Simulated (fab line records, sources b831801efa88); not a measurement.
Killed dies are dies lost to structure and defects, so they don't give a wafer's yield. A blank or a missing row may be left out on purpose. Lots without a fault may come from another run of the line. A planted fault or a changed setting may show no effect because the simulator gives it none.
One fault seen from 2 desks | flow sky130 | each desk has only its own numbers; what lay behind them comes last

THE METROLOGY DESK
What the gauges read, lot by lot, whatever tool the lot ran on: means of the sampled wafers that have a number. A lot is out of limits, marked OUT, if its mean lies more than 4 standard deviations from the usual mean; the brackets give that distance.
Columns: A = FIELD_ISO_OXIDATION_01_THK at SKY_FIELD_ISO_THK_MEAS_23, usual 10.06 nm; B = FIELD_ISO_CVD_24_THK at SKY_FIELD_ISO_THK_MEAS_25, usual 596 nm; C = NWELL_OXIDATION_THK at SKY_NWELL_THK_MEAS_02, usual 10.02 nm; D = DNWELL_TW at SKY_DNWELL_TW_MEAS_09, usual 1112; E = PWDE_OVL at SKY_PWDE_OVL_MEAS_07, usual 0.1 nm; F = PWDE_TW at SKY_PWDE_TW_MEAS_10, usual 371.2
lot  | first seen here | A     | B   | C     | D    | E   | F
L406 | day 2 09:19     | 9.93  | 599 | 9.91  | 1104 | 1.4 | 368.2
L417 | day 4 15:49     | 9.99  | 589 | 10.07 | 1100 | 1.0 | 373.3
L419 | day 5 02:45     | 10.12 | 592 | 10.24 | 1121 | 1.0 | 369.1
L425 | day 6 15:12     | 10.19 | 598 | 10.16 | 1122 | 1.6 | 368.7
L429 | day 7 11:34     | 10.07 | 592 | 10.04 | 1112 | 1.7 | 370.7
This desk's finding: nothing out of limits on any of the 5 lots.

THE TOOL OWNER'S DESK: wet_bench-01
The tool's own readings at SKY_FIELD_ISO_WET_ETCH_28 (etches SiO2 in dHF, target depth 23.7 nm, time 47 s): means of the sampled wafers that have a number, for each lot that ran on this tool. A lot is out of limits, marked OUT, if its mean lies more than 4 standard deviations from the usual mean; the brackets give that distance.
Columns: A = bath_heat_duty_pct at SKY_FIELD_ISO_WET_ETCH_28, usual 6.4 %; B = temp_c at SKY_FIELD_ISO_WET_ETCH_28, usual 24.97 C
lot  | first seen here | A              | B
L406 | day 2 12:31     | 7.6            | 24.98
L417 | day 4 18:47     | 24.7 (+22) OUT | 41.49 (+99 or more) OUT
This desk's finding: out of limits on L417; first on L417, day 4 18:47 (bath_heat_duty_pct at SKY_FIELD_ISO_WET_ETCH_28). In limits: L406.

PUT TOGETHER
The tool owner's desk could have raised an alarm at day 4 18:47, on L417.
The metrology desk saw nothing out of limits.
The metrology desk has L417 on record, within its limits.
Of the lots named, all ran SKY_FIELD_ISO_WET_ETCH_28 on wet_bench-01.

WHAT THE SIMULATOR HAD PUT IN
Process parameter drift: wet_bench-01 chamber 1, from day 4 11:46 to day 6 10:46, at SKY_FIELD_ISO_WET_ETCH_28. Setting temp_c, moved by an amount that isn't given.
Lots struck among those shown: L417.
Hours from the fault's start to each desk's first reading out of limits: the tool owner's desk, 7.
